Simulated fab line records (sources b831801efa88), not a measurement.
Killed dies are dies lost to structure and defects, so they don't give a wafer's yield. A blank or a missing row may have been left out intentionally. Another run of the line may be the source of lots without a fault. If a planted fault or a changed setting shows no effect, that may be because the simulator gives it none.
8D (eight disciplines) problem report, filled in by code :: flow gf180mcu :: the parts of the form that need people (team, actions taken, sign-off) are left out

1. PROBLEM STATEMENT
V3_CVD_00_THK at GF_V3_THK_MEAS_01 reads a mean of 509 nm on 6 wafers of 2 lots; wafers without a fault read 599 nm with a standard deviation of 5.1. That is -18 standard deviations from the usual mean.
First seen on wafer L326.3, day 25 10:13, on film_metro-04. The record holds 42 wafers of 14 lots with a number at this step. Rule for "out" (also "out of limits"): further than 4 standard deviations from the usual mean. The other wafers with a number count as sound.

2. WHAT IT IS AND WHAT IT IS NOT
question: which readings at this step
is: V3_CVD_00_THK
is not: -

question: which lots
is: L326, L327
is not: L316, L317, L318, L320, L321, L322, L323, L324, L335, L336, L337, L338

question: which wafers of those lots
is: all that have a number
is not: -

question: read on which gauges
is: film_metro-02, film_metro-04
is not: film_metro-01

question: when
is: from day 25 10:13
is not: up to then (24 sound wafers); but 12 sound wafers of L335, L336, L337, L338 came after

3. WHAT RULES OUT EACH SUSPECT
Counting: any tool at a process step up to the reading is kept as a suspect provided that every lot that is out went through it and no sound lot did after the first of them.
- the gauge at GF_V3_THK_MEAS_01 is ruled out. 2 gauges (film_metro-02, film_metro-04) read the wafers that are out.
- hdpcvd-02 at GF_V3_CVD_00 (deposits SiO2, target thk 600 nm, time 100 s): ruled out as a lasting fault. Following L326 (day 25 10:07), the first lot on it that is out, the sound lots L335, L336, L338 were run on it.
Left after counting: nothing in the record.

4. THE CAUSE (what the simulator had put in)
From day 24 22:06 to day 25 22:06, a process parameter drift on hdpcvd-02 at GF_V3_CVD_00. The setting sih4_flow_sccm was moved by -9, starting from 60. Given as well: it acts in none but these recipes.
The count ruled it out by mistake, since the rule takes a fault to strike every lot its tool runs from the start of the fault on, and this one did not do so.

5. THE EFFECT CHAIN, in route order
One row per reading whose mean, taken over the struck wafers that have a number, lies over 3 standard deviations from the usual. Scope: only readings with a usual standard deviation given in the record; hours: median across lots of the time from each lot's start at the first step in this table that gives one to its start at this step; sigmas: change in usual standard deviations.
hours: 0
step: GF_V3_CVD_00
reading: sih4_flow_sccm
usual: 60.03 sccm
on struck wafers: 51.03
change: -9.00
sigmas: -60

hours: 0
step: GF_V3_THK_MEAS_01
reading: V3_CVD_00_THK
usual: 599 nm
on struck wafers: 509
change: -90
sigmas: -18
The process steps in it:
- GF_V3_CVD_00: deposits SiO2, target thk 600 nm, time 100 s.

6. HOW IT WOULD HAVE BEEN CAUGHT EARLIER
Counted from the fault's start at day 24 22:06, it took 12 hours until the first out-of-limits reading at a measuring or inspecting step in this record, taken at day 25 10:13.
At GF_V3_CVD_00, the tool's own readings (sih4_flow_sccm) were out on each struck wafer the step has a row for, so an alarm limit on them would have fired on the first such wafer.
